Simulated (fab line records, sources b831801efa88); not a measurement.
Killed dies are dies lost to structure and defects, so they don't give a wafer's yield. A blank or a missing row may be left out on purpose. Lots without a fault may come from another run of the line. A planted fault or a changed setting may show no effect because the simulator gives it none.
fab line records | flow sky130
record lots=5 wafers=15 last_day=49
route steps=708 shown FIELD_ISO@1 PAD_OPEN@708
lots that met no fault: from a run of the same line without faults
start_h: hours from the record's first day to the start of the lot's first wafer shown | wait_h: hours since the lot's step before | " the same as in the row above | L1.1+2: a row that stands for several wafers | - no value, or no start given | * or withheld: withheld | < > ~ a bound
route shown NAME@n: a module of which the file shows steps, and the number in the route of the first | usual: mean/standard deviation of fault-free wafers | same: alike in all rows | chamber/n: place in a boat | sites: the reading at each site | _std_site: their standard deviation | _edge_site: outer sites' mean less inner sites' | radius_mm: how far each site lies from the wafer's centre | mask NAME#n: copy n | behind: the tool/chamber that last shaped the wafer | hold: why the lot was held/for how many hours/how that ended | device: the transistor (n, p or np) that didn't switch | end of line: the same wafers' tests at the end of the route | a step without rows: its recipe alone | killed: dies lost to structure and defects at the first sort, not the wafer's yield | map: a wafer's dies, x killed, . not, _ none there
set.NAME: the setting as run; set.NAME@STEP: as run at that earlier step | model.NAME: the simulator's own value behind a step, which no gauge read
lots at some steps of the route; a table a step, a row a wafer
services: from which hour (start_h, from the record's first day; less than 0 if before it) a tool's chamber was out of use, for how many hours, and why
## steps
# step SKY_FIELD_ISO_BOW_MEAS_00
# recipe mode=bow
# usual INCOMING_BOW=0/6.7
# columns lot.wafer tool chamber start_h wait_h INCOMING_BOW[um]
L885.1 film_metro-01 - 10.00 - -8
L885.2 " - " " -10
L885.4 " - " " 18
L889.3 film_metro-03 - 30.04 - 13
L889.4 " - " " 14
L889.5 " - " " 6
L890.2 film_metro-04 - 35.02 - 5
L890.3 " - " " -6
L890.4 " - " " 7
L898.3 film_metro-03 - 75.04 - 10
L898.4 " - " " -1
L898.6 " - " " -4
L902.1 film_metro-03 - 95.00 - 3
L902.4 " - " " 11
L902.6 " - " " -2
# step SKY_FIELD_ISO_OXIDATION_01
# recipe temp_c=900 ambient=O2 stabilise_s=600 purge_s=300 target_thk_a=120 ox_time_s=1843
# step SKY_FIELD_ISO_THK_MEAS_02
# recipe reads=SiO2_of_FIELD_ISO_OXIDATION_01
# usual FIELD_ISO_OXIDATION_00_THK=11.91/0.22
# columns lot.wafer tool chamber start_h wait_h FIELD_ISO_OXIDATION_00_THK[nm]
L885.1 film_metro-03 - 11.63 0.0 11.48
L885.2 " - " " 11.45
L885.4 " - " " 11.86
L889.3 film_metro-01 - 33.73 0.0 11.85
L889.4 " - " " 11.78
L889.5 " - " " 11.94
L890.2 film_metro-03 - 36.71 0.0 11.78
L890.3 " - " " 11.90
L890.4 " - " " 11.77
L898.3 film_metro-03 - 76.65 0.0 12.14
L898.4 " - " " 12.12
L898.6 " - " " 12.23
L902.1 film_metro-01 - 96.63 0.0 11.91
L902.4 " - " " 11.99
L902.6 " - " " 12.03
# step SKY_FIELD_ISO_CVD_03
# recipe material=Si3N4 precursor=DCS/NH3 target_thk_nm=165 temp_c=770 time_s=2830 pressure_mtorr=250
# step SKY_FIELD_ISO_THK_MEAS_04
# recipe reads=Si3N4_of_FIELD_ISO_CVD_03
# usual FIELD_ISO_CVD_03_THK=165.7/1.2
# columns lot.wafer tool chamber start_h wait_h FIELD_ISO_CVD_03_THK[nm]
L885.1 film_metro-01 - 13.48 0.0 163.7
L885.2 " - " " 166.5
L885.4 " - " " 164.8
L889.3 film_metro-04 - 35.57 0.0 163.6
L889.4 " - " " 164.4
L889.5 " - " " 163.3
L890.2 film_metro-04 - 38.71 0.0 165.8
L890.3 " - " " 165.4
L890.4 " - " " 165.8
L898.3 film_metro-01 - 78.50 0.0 163.7
L898.4 " - " " 163.4
L898.6 " - " " 163.5
L902.1 film_metro-01 - 98.48 0.0 165.6
L902.4 " - " " 165.3
L902.6 " - " " 164.9
# step SKY_FIELD_ISO_DEHYDRATE_05
# recipe temp_c=200 time_s=60
# step SKY_FIELD_ISO_HMDS_06
# recipe prime_time_s=60 prime_temp_c=120
# step SKY_FIELD_ISO_COAT_07
# recipe resist=BARC temp_c=withheld time_s=withheld spin_rpm=3000 resist_thk_nm=60
# step SKY_FIELD_ISO_COAT_08
# recipe resist=KrF-thick spin_rpm=3000 resist_thk_nm=450
# columns lot.wafer tool chamber start_h wait_h model.KrF-thick_of_FIELD_ISO_COAT_08.thk_nm
L885.1 litho_track-01 0 20 - 450.9
L885.2 " 0 " " 450.4
L885.4 " 0 " " 451.6
L889.3 litho_track-01 0 42 - 450.8
L889.4 " 0 " " 451.1
L889.5 " 0 " " 451.6
L890.2 litho_track-01 0 45 - 450.2
L890.3 " 0 " " 450.8
L890.4 " 0 " " 450.6
L898.3 litho_track-02 0 86 - 447.4
L898.4 " 0 " " 447.3
L898.6 " 0 " " 446.7
L902.1 litho_track-02 0 107 - 441.4
L902.4 " 0 " " 441.1
L902.6 " 0 " " 442.7
# step SKY_FIELD_ISO_SOFTBAKE_09
# recipe temp_c=100 time_s=90 resist=KrF-thick
# step SKY_FIELD_ISO_EXPOSE_10
# recipe mask_id=FOM na=0.68 source_shape=annular sigma_inner=0.4 sigma_outer=0.8 target_cd_nm=150 dose_mj=28
# step SKY_FIELD_ISO_PEB_11
# recipe peb_temp_c=withheld peb_time_s=withheld resist=KrF-thick
# step SKY_FIELD_ISO_DEVELOP_12
# recipe develop_time_s=60 resist=KrF-thick dev_temp_c=21
# step SKY_FIELD_ISO_CD_MEAS_13
# recipe target_cd_nm=150
# usual cd_nm=149.9/1.7
# columns lot.wafer tool chamber start_h wait_h cd_nm
L885.1 cd_sem-02 - 27.63 - 148.8
L885.2 " - " " 148.8
L885.4 " - " " 148.3
L889.3 cd_sem-01 - 51.46 - 146.4
L889.4 " - " " 146.8
L889.5 " - " " 147.3
L890.2 cd_sem-01 - 54.49 - 149.1
L890.3 " - " " 148.4
L890.4 " - " " 149.2
L898.3 cd_sem-02 - 96.61 - 150.1
L898.4 " - " " 150.6
L898.6 " - " " 149.4
L902.1 cd_sem-02 - 116.32 - 149.4
L902.4 " - " " 150.1
L902.6 " - " " 150.7
# step SKY_FIELD_ISO_ETCH_14
# recipe chemistry=N2/H2 target=BARC ion_energy_ev=200 source_w=500 bias_w=100 pressure_mtorr=30 n2_flow_sccm=100 h2_flow_sccm=200 stop_on=SiO2 time_s=45.9 target_depth_a=600
# usual drypump_motor_current_A=5.9/0.55 oes_product_au=0.854/0.0048 throttle_valve_pct=13.224/0.0092
# columns lot.wafer tool chamber start_h wait_h drypump_motor_current_A oes_product_au rf_hours_counter_h throttle_valve_pct
L885.1 rie_diel-03 0 27.75 0.1 6.7 0.853 12 13.233
L885.2 " 3 " " 6.4 0.857 2 13.220
L885.4 " 1 " " 4.9 0.851 9 13.220
L889.3 rie_diel-01 1 51.54 0.1 5.5 0.850 142 13.221
L889.4 " 2 " " 6.8 0.853 - 13.204
L889.5 " 3 " " 5.5 0.864 - 13.235
L890.2 rie_diel-02 0 54.59 0.1 5.2 0.852 17 13.241
L890.3 " 2 " " 6.1 0.855 100 13.209
L890.4 " 3 " " 5.9 0.855 51 13.234
L898.3 rie_diel-01 3 96.69 0.1 5.6 0.858 77 13.233
L898.4 " 2 " " 6.8 0.861 128 13.230
L898.6 " 2 " " 6.7 0.854 - 13.230
L902.1 rie_diel-02 0 116.44 0.1 5.2 0.850 17 13.237
L902.4 " 1 " " 5.8 0.853 56 13.217
L902.6 " 1 " " 5.8 0.842 - 13.233
# step SKY_FIELD_ISO_ETCH_15
# recipe chemistry=CHF3/O2 target_depth_nm=180 stop_on=Si source_w=600 bias_w=200 pressure_mtorr=40 chf3_flow_sccm=50 O2_flow_sccm=5 time_s=72
# usual drypump_motor_current_A=5.9/0.55 oes_product_au=0.949/0.0062 throttle_valve_pct=8.845/0.0097
# columns lot.wafer tool chamber start_h wait_h drypump_motor_current_A oes_product_au rf_hours_counter_h throttle_valve_pct model.KrF-thick_of_FIELD_ISO_COAT_08.thk_nm
L885.1 rie_diel-03 0 27.79 0.0 6.7 0.942 12 8.836 234.2
L885.2 " 3 " " 6.4 0.954 2 8.846 236.8
L885.4 " 1 " " 4.9 0.947 9 8.843 237.8
L889.3 rie_diel-01 1 51.58 0.0 5.5 0.944 142 8.832 237.3
L889.4 " 2 " " 6.8 0.941 - 8.846 236.3
L889.5 " 3 " " 5.6 0.932 - 8.832 237.7
L890.2 rie_diel-02 0 54.63 0.0 5.2 0.954 17 8.845 238.8
L890.3 " 2 " " 6.1 0.946 100 8.834 235.2
L890.4 " 3 " " 6.0 0.943 51 8.858 236.7
L898.3 rie_diel-01 3 96.73 0.0 5.5 0.943 77 8.834 232.8
L898.4 " 2 " " 6.7 0.949 128 8.848 231.2
L898.6 " 2 " " 6.7 0.945 - 8.857 229.7
L902.1 rie_diel-02 0 116.48 0.0 5.2 0.951 17 8.859 229.1
L902.4 " 1 " " 5.8 0.947 56 8.837 230.1
L902.6 " 1 " " 5.8 0.953 - 8.848 231.4
# step SKY_FIELD_ISO_STRIP_16
# recipe chemistry=O2/N2 power_w=1400 pressure_mtorr=1500 platen_temp_c=withheld o2_flow_sccm=3000 n2_flow_sccm=300 overash_fraction=0.5
# usual drypump_motor_current_A=5.14/0.18 oes_product_au=0.378/0.0049 strip_time_to_endpoint_s=3.548/0.027
# same overash_fraction=0.5
# columns lot.wafer tool chamber start_h wait_h drypump_motor_current_A oes_product_au rf_hours_counter_h strip_time_to_endpoint_s
L885.1 plasma_asher-04 1 27.85 0.0 5.38 0.377 33 3.517
L885.2 " 0 " " 5.10 0.384 33 3.547
L885.4 " 0 " " 5.10 0.388 - 3.562
L889.3 plasma_asher-01 1 51.67 0.1 5.03 0.380 - 3.560
L889.4 " 0 " " 5.07 0.374 - 3.550
L889.5 " 1 " " 5.02 0.378 - 3.562
L890.2 plasma_asher-01 1 54.68 0.0 5.02 0.377 38 3.585
L890.3 " 1 " " 5.01 0.374 - 3.544
L890.4 " 0 " " 5.07 0.380 - 3.549
L898.3 plasma_asher-04 1 96.82 0.1 5.35 0.368 - 3.523
L898.4 " 0 " " 5.10 0.368 - 3.489
L898.6 " 1 " " 5.34 0.371 - 3.488
L902.1 plasma_asher-01 1 116.53 0.0 5.02 0.363 45 3.478
L902.4 " 0 " " 5.07 0.375 - 3.476
L902.6 " 1 " " 5.02 0.371 - 3.490
# step SKY_PAD_OPEN_PROBE_99
# usual killed_at_M0_to_M3=44/7.3 killed_at_M4_up=3.0/1.9 killed_at_contacts=24/5 killed_at_front_end=16/4.5 killed_at_other=0.3/0.46 killed_dies=87/10 killed_open=47/8.3 killed_short=39/6.4
# same gross_dies=492 killed_at_back_side=0
# columns lot.wafer tool chamber start_h wait_h killed_at_M0_to_M3 killed_at_M4_up killed_at_contacts killed_at_front_end killed_at_other killed_dies killed_open killed_short
L885.1 prober-01 - 1081.29 0.1 33 1 22 25 0 81 37 44
L885.2 prober-01 - 1081.34 0.1 52 5 18 18 1 94 55 39
L885.4 prober-01 - 1081.44 0.2 39 1 30 15 0 85 47 38
L890.2 prober-02 - 1105.28 0.1 52 1 27 19 0 99 59 40
L890.3 prober-02 - 1105.33 0.2 46 0 30 10 0 86 49 37
L890.4 prober-02 - 1105.38 0.2 41 4 25 8 2 80 48 32
L898.3 prober-01 - 1151.04 0.2 47 2 18 9 0 76 40 36
L898.4 prober-01 - 1151.09 0.2 44 1 25 24 0 94 52 42
L898.6 prober-01 - 1151.19 0.2 35 2 23 15 0 75 46 29
# killed by level:class
L885.1 FIELD_ISO:geometric_particle:short=7 POLY_GATE:geometric_particle:short=7 LI_CONTACT:geometric_particle:open=7 POLY_GATE:geometric_particle:open=5 CONTACT:geometric_particle:short=5 CONTACT:geometric_particle:open=5 VIA1:geometric_particle:short=5 VIA3:geometric_particle:open=5
L885.2 VIA1:geometric_particle:open=10 CONTACT:geometric_particle:open=8 VIA2:geometric_particle:open=8 VIA3:geometric_particle:open=7 VIA2:geometric_particle:short=6 FIELD_ISO:geometric_particle:open=5 FIELD_ISO:geometric_particle:short=5 LI_CONTACT:geometric_particle:open=4
L885.4 CONTACT:geometric_particle:open=14 LI_CONTACT:geometric_particle:open=8 VIA1:geometric_particle:open=8 CONTACT:geometric_particle:short=7 FIELD_ISO:geometric_particle:open=6 VIA1:geometric_particle:short=6 METAL2:geometric_particle:short=6 VIA3:geometric_particle:short=6
L890.2 VIA1:geometric_particle:open=14 VIA3:geometric_particle:open=12 CONTACT:geometric_particle:open=9 LI_CONTACT:geometric_particle:open=9 FIELD_ISO:geometric_particle:short=6 POLY_GATE:geometric_particle:short=6 METAL1:geometric_particle:short=6 VIA2:geometric_particle:short=6
L890.3 VIA3:geometric_particle:open=11 CONTACT:geometric_particle:short=10 LI_CONTACT:geometric_particle:open=9 VIA1:geometric_particle:open=9 METAL2:geometric_particle:short=7 VIA2:geometric_particle:open=6 CONTACT:geometric_particle:open=6 METAL1:geometric_particle:short=4
L890.4 VIA1:geometric_particle:open=9 VIA2:geometric_particle:open=9 CONTACT:geometric_particle:open=9 LI_CONTACT:geometric_particle:open=8 VIA3:geometric_particle:open=6 CONTACT:geometric_particle:short=5 METAL1:geometric_particle:short=5 METAL2:geometric_particle:short=5
L898.3 METAL1:geometric_particle:short=11 CONTACT:geometric_particle:open=10 VIA3:geometric_particle:open=7 VIA1:geometric_particle:open=7 VIA2:geometric_particle:open=6 VIA1:geometric_particle:short=5 POLY_GATE:geometric_particle:short=4 LI_CONTACT:geometric_particle:open=3
L898.4 VIA2:geometric_particle:open=11 LOCAL_INTERCONNECT:geometric_particle:short=10 FIELD_ISO:geometric_particle:short=7 POLY_GATE:geometric_particle:open=7 VIA1:geometric_particle:open=7 CONTACT:geometric_particle:open=7 VIA3:geometric_particle:open=7 METAL1:geometric_particle:short=4
L898.6 VIA1:geometric_particle:open=9 CONTACT:geometric_particle:open=7 VIA2:geometric_particle:open=7 CONTACT:geometric_particle:short=6 FIELD_ISO:geometric_particle:open=5 LI_CONTACT:geometric_particle:open=4 METAL1:geometric_particle:short=4 VIA3:geometric_particle:open=4
## services
# columns tool chamber start_h hours kind
rie_diel-02 1 6.95 9.4 repair
rie_diel-01 0 11.63 3.0 repair
rie_diel-02 2 18.23 1.5 repair
rie_diel-03 1 18.92 2.7 repair
rie_diel-01 0 37.30 15.2 repair
rie_diel-03 - 56.87 1.0 repair
rie_diel-01 2 56.98 3.9 repair
rie_diel-02 - 61.20 28.1 pm
rie_diel-03 1 84.38 22.3 repair
rie_diel-02 1 98.64 4.0 repair
plasma_asher-04 - 108.75 9.0 pm
plasma_asher-04 0 108.75 9.0 vent_cycle
plasma_asher-04 1 108.75 9.0 vent_cycle
## key
first_sign none at tools or gauges
model_effect step=SKY_FIELD_ISO_COAT_08 value=KrF-thick_of_FIELD_ISO_COAT_08.thk_nm without=450.9 struck=441.7
model_effect step=SKY_FIELD_ISO_ETCH_15 value=KrF-thick_of_FIELD_ISO_COAT_08.thk_nm without=239.3 struck=230.2
met_at SKY_FIELD_ISO_COAT_08
struck_wafers L902.1,L902.4,L902.6
tester_left_out L902
onset_between 86 107
also_fits time
fault kind=process_parameter_drift tool=litho_track-02 chamber=- onset_h=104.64 steps=SKY_FIELD_ISO_COAT_08 channel=resist_thk_nm offset=-9.1207 shape=step end_h=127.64 acts_in=these_recipes_only stated=450
# tester_left_out: of these lots the tester's yield and bins aren't shown, on N5 and GAA mostly nor the transistor test; their killed dies are dies lost to structure and defects alone, not to doping, threshold or leakage, so they don't give the yield
